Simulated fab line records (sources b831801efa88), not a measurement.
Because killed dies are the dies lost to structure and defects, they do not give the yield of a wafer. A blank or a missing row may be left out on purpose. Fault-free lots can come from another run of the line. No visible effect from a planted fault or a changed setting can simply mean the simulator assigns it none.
fab line records	flow sky130
[record] lots = 14	wafers = 42	last_day = 50
route steps=708 shown GATE_OXIDE@197 POLY_GATE@231 LDD_N@248 LDD_HVN@274
lots with no fault: from the same line, run without faults
start_h: hours from the record's opening day to when the first of the lot's shown wafers began	wait_h: how many hours have passed since the lot's step before this one	" identical to the entry in the row above	L1.1+2: a row that stands for several wafers	- value missing, or start not given	* or withheld: withheld	< > ~ a bound
route shown NAME@n: a module of which the file shows steps, and the number in the route of the first	usual: average and standard deviation across the fault-free wafers	same: alike in all rows	chamber/n: place in a boat	sites: each site's reading	_std_site: their standard deviation	_edge_site: mean of outer sites minus mean of inner sites	radius_mm: for every site, how far away it sits from the centre of the wafer	mask NAME#n: copy n	behind: the tool/chamber that last shaped the wafer	hold: the reason the lot was held/the length of the hold in hours/how it ended	device: the transistor (n, p or np) that didn't switch	end of line: the tests these same wafers got at the end of their route	a step given without rows: its recipe and nothing more	killed: dies that structure and defects cost at the first sort, which is not the same as the wafer's yield	map: dies across one wafer; x = killed, . = not, _ = none there
set.NAME: setting as actually run; set.NAME@STEP: the setting as run at that earlier step	model.NAME: the simulator's own value behind a step, which no gauge read
the route's steps for a sample of lots (tables are steps, rows are wafers)
services: when a tool's chamber went out of use (start_h, in hours from the record's first day, below 0 if earlier), for how many hours, and the reason
[[steps]]
[step SKY_GATE_OXIDE_OVL_MEAS_10]
[usual] GATE_OXIDE_OVL = -0.5/1.2
lot.wafer	tool	chamber	start_h	wait_h	GATE_OXIDE_OVL[nm]
L482.1	overlay-02	-	308.53	0.1	-1.4
L482.4	"	-	"	"	-0.9
L482.6	"	-	"	"	-3.6
L483.2	overlay-02	-	317.64	0.1	-2.1
L483.5	"	-	"	"	-1.4
L483.6	"	-	"	"	-0.2
L488.1	overlay-01	-	365.03	0.1	0.0
L488.5	"	-	"	"	1.6
L488.6	"	-	"	"	-1.0
L492.1	overlay-01	-	389.38	0.1	-1.5
L492.2	"	-	"	"	-2.3
L492.5	"	-	"	"	-0.4
L493.1	overlay-01	-	402.98	0.1	-3.1
L493.3	"	-	"	"	-2.5
L493.5	"	-	"	"	-1.2
L497.2	overlay-02	-	433.80	0.1	1.0
L497.5	"	-	"	"	-1.2
L497.6	"	-	"	"	0.6
L498.2	overlay-02	-	443.90	0.1	2.2
L498.3	"	-	"	"	-0.6
L498.5	"	-	"	"	-2.6
L499.1	overlay-02	-	453.74	0.1	2.2
L499.3	"	-	"	"	1.6
L499.5	"	-	"	"	-1.0
L500.4	overlay-01	-	463.49	0.1	1.3
L500.5	"	-	"	"	-0.7
L500.6	"	-	"	"	-0.1
L501.3	overlay-02	-	471.94	0.1	0.7
L501.5	"	-	"	"	0.2
L501.6	"	-	"	"	-1.3
L502.1	overlay-02	-	474.34	0.1	0.0
L502.2	"	-	"	"	-0.6
L502.6	"	-	"	"	-0.4
L503.2	overlay-02	-	489.18	0.1	-1.3
L503.4	"	-	"	"	-0.3
L503.5	"	-	"	"	0.0
L504.1	overlay-01	-	495.75	0.1	0.3
L504.2	"	-	"	"	0.8
L504.5	"	-	"	"	1.2
L505.3	overlay-02	-	501.90	0.1	0.4
L505.5	"	-	"	"	0.1
L505.6	"	-	"	"	-0.6
[step SKY_POLY_GATE_ETCH_17]
[recipe] target_depth_nm = 180	stop_on = SiO2	over_etch_frac = 0.56667	chemistry = HBr/Cl2	target = poly-Si	icp_w = 400	bias_w = 100	pressure_mtorr = 10	HBr_flow_sccm = 150	Cl2_flow_sccm = 50	time_s = 70.5
[usual] drypump_motor_current_A = 5.7/0.35	oes_product_au = 0.987/0.0069	throttle_valve_pct = 33.685/0.0085
[same] over_etch_frac = 0.56667
lot.wafer	tool	chamber	start_h	wait_h	drypump_motor_current_A	oes_product_au	rf_hours_counter_h	throttle_valve_pct
L482.1	rie_si-01	2	368.45	0.0	5.8	0.986	1	33.686
L482.4	"	1	"	"	5.6	0.994	0	33.681
L482.6	"	2	"	"	5.8	0.996	-	33.701
L483.2	rie_si-02	2	378.61	0.0	6.1	0.982	5	33.680
L483.5	"	0	"	"	5.0	0.988	-	33.688
L483.6	"	1	"	"	5.4	0.997	-	33.688
L488.1	rie_si-01	3	433.11	0.0	6.1	0.990	3	33.686
L488.5	"	1	"	"	5.6	0.992	-	33.689
L488.6	"	2	"	"	5.8	0.991	-	33.693
L492.1	rie_si-02	2	455.26	0.0	6.1	0.986	6	33.696
L492.2	"	1	"	"	5.4	0.986	3	33.691
L492.5	"	0	"	"	5.0	0.988	-	33.685
L493.1	rie_si-01	1	470.46	0.0	5.6	0.988	1	33.688
L493.3	"	2	"	"	5.8	0.981	2	33.688
L493.5	"	3	"	"	6.1	0.986	-	33.683
L497.2	rie_si-01	1	499.98	0.0	5.6	0.998	1	33.682
L497.5	"	2	"	"	5.8	0.986	-	33.692
L497.6	"	3	"	"	6.2	0.984	-	33.680
L498.2	rie_si-02	1	509.88	0.0	5.5	1.005	3	33.669
L498.3	"	2	"	"	6.1	0.983	6	33.694
L498.5	"	3	"	"	6.0	0.980	-	33.686
L499.1	rie_si-01	0	518.29	0.0	5.9	0.987	45	33.693
L499.3	"	1	"	"	5.6	0.983	1	33.699
L499.5	"	3	"	"	6.1	0.991	-	33.681
L500.4	rie_si-02	2	528.44	0.1	6.1	0.978	-	33.697
L500.5	"	1	"	"	5.4	1.001	-	33.688
L500.6	"	3	"	"	5.9	0.971	-	33.691
L501.3	rie_si-01	1	538.54	0.0	5.6	0.994	1	33.701
L501.5	"	1	"	"	5.6	0.992	-	33.684
L501.6	"	0	"	"	5.9	0.992	-	33.690
L502.1	rie_si-02	2	540.29	0.0	6.1	0.983	6	33.676
L502.2	"	0	"	"	5.0	0.996	3	33.668
L502.6	"	0	"	"	5.0	0.987	-	33.679
L503.2	rie_si-01	2	567.64	0.0	5.8	0.986	2	33.690
L503.4	"	3	"	"	6.1	1.000	3	33.680
L503.5	"	3	"	"	6.1	0.987	-	33.669
L504.1	rie_si-02	2	569.08	0.0	6.1	0.986	6	33.685
L504.2	"	0	"	"	5.0	0.986	3	33.693
L504.5	"	3	"	"	5.9	0.971	-	33.681
L505.3	rie_si-01	3	569.84	0.0	6.3	0.984	3	33.668
L505.5	"	3	"	"	6.2	0.988	-	33.682
L505.6	"	0	"	"	5.9	0.989	-	33.681
[step SKY_LDD_N_IMPLANT_11]
[recipe] species = As	energy_kev = 20	dose_cm2 = 7.5e+13	tilt_deg = withheld	rotation_deg = 293
[usual] beam_energy_keV = 19.999/0.0064	beam_on_s = 10.00/0.18	implant_ion_amu = 75/0
lot.wafer	tool	chamber	start_h	wait_h	beam_energy_keV	beam_on_s	implant_ion_amu
L482.1	implanter-01	0	401.47	0.1	19.999	9.99	75
L482.4	"	0	"	"	20.002	9.72	75
L482.6	"	0	"	"	20.000	10.08	75
L483.2	implanter-04	0	410.17	0.1	19.997	9.98	75
L483.5	"	0	"	"	20.011	10.21	75
L483.6	"	0	"	"	20.008	9.75	75
L488.1	implanter-01	0	465.42	0.1	19.999	9.67	75
L488.5	"	0	"	"	19.995	9.77	75
L488.6	"	0	"	"	19.993	9.75	75
L492.1	implanter-01	-	487.07	0.1	-	-	-
L492.2	"	-	"	"	-	-	-
L492.5	"	-	"	"	-	-	-
L493.1	implanter-04	-	503.69	0.1	-	-	-
L493.3	"	-	"	"	-	-	-
L493.5	"	-	"	"	-	-	-
L497.2	implanter-01	0	532.02	0.1	20.005	10.09	75
L497.5	"	0	"	"	20.004	9.82	75
L497.6	"	0	"	"	20.007	9.96	75
L498.2	implanter-04	0	541.69	0.1	20.002	9.91	75
L498.3	"	0	"	"	20.002	9.89	75
L498.5	"	0	"	"	20.005	10.24	75
L499.1	implanter-04	0	549.97	0.1	20.009	10.33	75
L499.3	"	0	"	"	20.003	9.72	75
L499.5	"	0	"	"	20.003	10.02	75
L500.4	implanter-01	0	561.07	0.1	19.997	10.06	75
L500.5	"	0	"	"	19.995	9.62	75
L500.6	"	0	"	"	19.991	10.14	75
L501.3	implanter-04	0	570.34	0.1	20.007	9.88	75
L501.5	"	0	"	"	19.998	10.11	75
L501.6	"	0	"	"	20.003	10.09	75
L502.1	implanter-01	0	571.96	0.1	19.993	10.20	75
L502.2	"	0	"	"	19.993	9.57	75
L502.6	"	0	"	"	20.007	10.14	75
L503.2	implanter-01	0	598.87	0.1	20.001	10.22	75
L503.4	"	0	"	"	20.000	10.05	75
L503.5	"	0	"	"	20.006	10.01	75
L504.1	implanter-03	0	599.14	0.1	19.993	9.60	75
L504.2	"	0	"	"	20.000	9.74	75
L504.5	"	0	"	"	19.993	10.01	75
L505.3	implanter-04	0	601.22	0.1	19.998	9.70	75
L505.5	"	0	"	"	20.000	10.06	75
L505.6	"	0	"	"	19.998	10.18	75
[step SKY_LDD_N_STRIP_16]
[recipe] chemistry = O2/N2	power_w = 1400	pressure_mtorr = 1500	platen_temp_c = withheld	o2_flow_sccm = 3000	n2_flow_sccm = 300	overash_fraction = 0.5
[usual] drypump_motor_current_A = 5.9/0.44	oes_product_au = 0.407/0.0048	strip_time_to_endpoint_s = 4.317/0.014
lot.wafer	tool	chamber	start_h	wait_h	drypump_motor_current_A	oes_product_au	rf_hours_counter_h	strip_time_to_endpoint_s
L482.1	plasma_asher-03	1	402.22	0.1	5.8	0.404	25	4.320
L482.4	"	0	"	"	6.0	0.410	-	4.332
L482.6	"	1	"	"	5.7	0.405	-	4.295
L483.2	plasma_asher-03	0	410.89	0.1	6.0	0.408	26	4.300
L483.5	"	1	"	"	5.7	0.420	-	4.299
L483.6	"	0	"	"	6.0	0.407	-	4.305
L488.1	plasma_asher-03	1	466.17	0.1	5.7	0.398	31	4.300
L488.5	"	1	"	"	5.7	0.402	-	4.329
L488.6	"	0	"	"	6.0	0.405	-	4.315
L492.1	plasma_asher-01	0	487.82	0.1	6.2	0.410	70	4.169
L492.2	"	1	"	"	6.3	0.410	70	4.173
L492.5	"	1	"	"	6.3	0.405	-	4.140
L493.1	plasma_asher-03	0	504.44	0.1	6.0	0.409	35	4.134
L493.3	"	0	"	"	6.0	0.404	-	4.148
L493.5	"	1	"	"	5.7	0.409	-	4.160
L497.2	plasma_asher-02	0	532.74	0.1	4.8	0.400	10	4.313
L497.5	"	1	"	"	5.7	0.406	-	4.308
L497.6	"	0	"	"	4.8	0.405	-	4.314
L498.2	plasma_asher-01	0	542.41	0.1	6.2	0.409	76	4.310
L498.3	"	0	"	"	6.2	0.405	-	4.321
L498.5	"	1	"	"	6.4	0.408	-	4.301
L499.1	plasma_asher-03	1	550.72	0.1	5.7	0.405	40	4.349
L499.3	"	0	"	"	6.0	0.404	-	4.325
L499.5	"	1	"	"	5.7	0.412	-	4.320
L500.4	plasma_asher-03	1	561.78	0.1	5.7	0.408	-	4.316
L500.5	"	1	"	"	5.7	0.402	-	4.315
L500.6	"	0	"	"	6.0	0.410	-	4.311
L501.3	plasma_asher-02	0	571.07	0.1	4.9	0.403	-	4.308
L501.5	"	1	"	"	5.7	0.409	-	4.308
L501.6	"	0	"	"	4.9	0.410	-	4.328
L502.1	plasma_asher-03	0	572.71	0.1	6.0	0.415	42	4.320
L502.2	"	1	"	"	5.7	0.405	42	4.303
L502.6	"	1	"	"	5.7	0.414	-	4.339
L503.2	plasma_asher-01	1	599.59	0.1	6.3	0.400	82	4.307
L503.4	"	0	"	"	6.2	0.411	-	4.314
L503.5	"	1	"	"	6.4	0.410	-	4.321
L504.1	plasma_asher-02	0	599.89	0.1	4.8	0.409	17	4.328
L504.2	"	1	"	"	5.7	0.409	17	4.301
L504.5	"	0	"	"	4.9	0.403	-	4.313
L505.3	plasma_asher-01	0	601.96	0.1	6.1	0.404	-	4.300
L505.5	"	0	"	"	6.2	0.416	-	4.301
L505.6	"	1	"	"	6.3	0.413	-	4.299
[step SKY_LDD_N_TW_MEAS_17]
[usual] LDD_N_TW = 2582/22
lot.wafer	tool	chamber	start_h	wait_h	LDD_N_TW
L482.1	film_metro-03	-	402.32	0.1	2585
L482.4	"	-	"	"	2590
L482.6	"	-	"	"	2588
L483.2	film_metro-02	-	411.00	0.1	2579
L483.5	"	-	"	"	2574
L483.6	"	-	"	"	2593
L488.1	film_metro-01	-	466.27	0.1	2619
L488.5	"	-	"	"	2628
L488.6	"	-	"	"	2642
L492.1	film_metro-02	-	487.92	0.1	2427
L492.2	"	-	"	"	2437
L492.5	"	-	"	"	2420
L493.1	film_metro-03	-	504.54	0.1	2418
L493.3	"	-	"	"	2426
L493.5	"	-	"	"	2414
L497.2	film_metro-02	-	532.85	0.1	2586
L497.5	"	-	"	"	2581
L497.6	"	-	"	"	2565
L498.2	film_metro-03	-	542.52	0.1	2562
L498.3	"	-	"	"	2541
L498.5	"	-	"	"	2548
L499.1	film_metro-02	-	550.82	0.1	2578
L499.3	"	-	"	"	2585
L499.5	"	-	"	"	2563
L500.4	film_metro-03	-	561.87	0.1	2568
L500.5	"	-	"	"	2564
L500.6	"	-	"	"	2579
L501.3	film_metro-02	-	571.16	0.1	2575
L501.5	"	-	"	"	2558
L501.6	"	-	"	"	2582
L502.1	film_metro-03	-	572.81	0.1	2567
L502.2	"	-	"	"	2577
L502.6	"	-	"	"	2572
L503.2	film_metro-01	-	599.70	0.1	2599
L503.4	"	-	"	"	2610
L503.5	"	-	"	"	2612
L504.1	film_metro-02	-	599.99	0.1	2577
L504.2	"	-	"	"	2567
L504.5	"	-	"	"	2563
L505.3	film_metro-01	-	602.04	0.1	2592
L505.5	"	-	"	"	2592
L505.6	"	-	"	"	2596
[step SKY_LDD_HVN_OVL_MEAS_07]
[usual] LDD_HVN_OVL = 0.0/1.2
lot.wafer	tool	chamber	start_h	wait_h	LDD_HVN_OVL[nm]
L482.1	overlay-02	-	462.96	0.1	-1.0
L482.4	"	-	"	"	-0.5
L482.6	"	-	"	"	0.8
L483.2	overlay-02	-	470.76	0.1	-0.1
L483.5	"	-	"	"	0.2
L483.6	"	-	"	"	1.0
L488.1	overlay-02	-	525.91	0.1	1.3
L488.5	"	-	"	"	-1.3
L488.6	"	-	"	"	0.5
L497.2	overlay-01	-	592.24	0.1	-0.4
L497.5	"	-	"	"	-0.4
L497.6	"	-	"	"	-0.8
L498.2	overlay-01	-	600.45	0.1	2.4
L498.3	"	-	"	"	-1.2
L498.5	"	-	"	"	2.1
L499.1	overlay-02	-	609.66	0.1	-0.8
L499.3	"	-	"	"	-0.5
L499.5	"	-	"	"	0.5
L500.4	overlay-01	-	621.22	0.1	1.4
L500.5	"	-	"	"	2.5
L500.6	"	-	"	"	0.5
L501.3	overlay-01	-	628.55	0.1	-0.5
L501.5	"	-	"	"	-2.0
L501.6	"	-	"	"	-1.8
L502.1	overlay-01	-	630.50	0.1	-1.4
L502.2	"	-	"	"	-1.2
L502.6	"	-	"	"	-2.2
L503.2	overlay-01	-	657.16	0.1	-0.8
L503.4	"	-	"	"	1.0
L503.5	"	-	"	"	2.6
L504.1	overlay-01	-	658.20	0.1	-0.5
L504.2	"	-	"	"	-0.7
L504.5	"	-	"	"	-1.9
L505.3	overlay-01	-	661.00	0.1	-0.6
L505.5	"	-	"	"	1.5
L505.6	"	-	"	"	1.1
[[services]]
tool	chamber	start_h	hours	kind
rie_si-02	0	345.22	17.8	repair
plasma_asher-01	-	347.46	2.8	pm
rie_si-01	3	349.66	1.1	repair
plasma_asher-03	-	355.12	1.9	repair
plasma_asher-03	-	361.20	9.1	repair
plasma_asher-03	-	364.92	0.4	repair
implanter-03	-	369.26	33.0	repair
implanter-01	-	370.01	2.0	repair
implanter-04	-	377.41	3.0	repair
rie_si-02	0	412.77	33.1	repair
plasma_asher-02	-	421.25	9.0	pm
implanter-04	-	431.02	1.0	repair
implanter-04	-	440.14	0.8	repair
implanter-04	-	467.78	8.6	repair
plasma_asher-02	-	472.08	0.8	repair
rie_si-02	0	490.97	7.2	repair
plasma_asher-02	-	519.19	0.8	repair
rie_si-02	0	527.58	7.7	repair
rie_si-02	1	539.89	32.6	repair
implanter-04	-	552.97	1.3	repair
implanter-03	-	563.62	6.5	repair
rie_si-02	0	577.75	4.9	repair
rie_si-02	-	593.52	0.7	repair
plasma_asher-03	-	594.60	5.3	repair
[[key]]
[first_sign] step = SKY_LDD_N_IMPLANT_11	reading = tool_record	direction = missing
[effect] step = SKY_LDD_N_STRIP_16	reading = strip_time_to_endpoint_s	direction = down	sigmas = 11	usual = *	struck = *
[effect] step = SKY_LDD_N_TW_MEAS_17	reading = LDD_N_TW	direction = down	sigmas = 7.4	usual = 2582	struck = 2424
met_at SKY_LDD_N_IMPLANT_11
struck_lots L492,L493
later_rows_left_out L492.1,L492.2,L492.5,L493.1,L493.3,L493.5
sort_left_out L492.1,L492.2,L492.5,L493.1,L493.3,L493.5
tester_left_out L492,L493
not_acting_at SKY_GATE_OXIDE_OVL_MEAS_10,SKY_POLY_GATE_ETCH_17,SKY_LDD_HVN_OVL_MEAS_07
onset_between 465.42 487.07
[fault] kind = skipped_step_whole	tool = implanter-01,implanter-04	chamber = -	onset_h = 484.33	steps = SKY_LDD_N_IMPLANT_11	scope = struck_lots_only
// tester_left_out: of these lots the tester's yield and bins aren't shown, on N5 and GAA mostly nor the transistor test; their killed dies are dies lost to structure and defects alone, not to doping, threshold or leakage, so they don't give the yield
// sort_left_out: the simulated sort isn't trusted on such a fault, so these wafers' sort isn't shown, and their yield isn't known
// later_rows_left_out: the simulator's readings of these wafers behind a module that went badly wrong aren't trusted and aren't shown, but for the sort
